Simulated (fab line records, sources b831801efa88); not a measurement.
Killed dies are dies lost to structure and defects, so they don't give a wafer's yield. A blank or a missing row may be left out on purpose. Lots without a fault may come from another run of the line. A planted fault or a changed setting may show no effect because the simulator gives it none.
Chamber matching | flow sky130 | SKY_LI_CONTACT_CMP_24 on cmp-02: 4 sister chambers
The step polishes, stops on PSG, t overpolish 20 s, target thk 0 nm. 8 wafers are shown with their chamber, then 7 later ones without.

WAFERS WITH THEIR CHAMBER
wafer  | chamber | motor_current_A (A) | time_to_endpoint_s (s)
L291.3 | 3       | 10.3                | 94
L296.5 | 2       | 13.1                | 95
L298.5 | 0       | 12.1                | 93
L298.6 | 1       | 9.3                 | 91
L299.1 | 3       | 10.1                | 90
L299.3 | 0       | 11.5                | 90
L299.6 | 2       | 12.4                | 91
L303.1 | 1       | 9.9                 | 95

WAFERS WITHOUT THEIR CHAMBER
wafer  | motor_current_A (A) | time_to_endpoint_s (s)
L303.2 | 12.1                | 93
L303.3 | 10.3                | 89
L307.2 | 12.2                | 97
L307.4 | 10.4                | 95
L310.2 | 11.7                | 92
L310.3 | 12.5                | 90
L310.6 | 12.3                | 90

WHICH CHAMBER EACH WENT THROUGH
wafer  | from the rows above     | in truth
L303.2 | can't be placed: 0 or 2 | 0
L303.3 | can't be placed: 3 or 1 | 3
L307.2 | can't be placed: 2 or 0 | 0
L307.4 | can't be placed: 3 or 1 | 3
L310.2 | 0                       | 0
L310.3 | can't be placed: 2 or 0 | 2
L310.6 | can't be placed: 0 or 2 | 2
Placed correctly: 1 of 7. Can't be placed from these rows: 6 (the true chamber is among the candidates in 6). Placed wrongly: 0.
How it was worked out, from the rows above alone: a wafer's distance from a chamber is the root of the sum, over the readings, of the square of ((its reading less the chamber's mean) divided by the reading's scatter). The wafer belongs to the nearest chamber; if the next one is less than 2 further off, it can't be placed. A chamber's mean is the mean of its shown wafers. The scatter: the root of (the sum of the squares of (reading less its chamber's mean) over the shown wafers, divided by (wafers less chambers)).
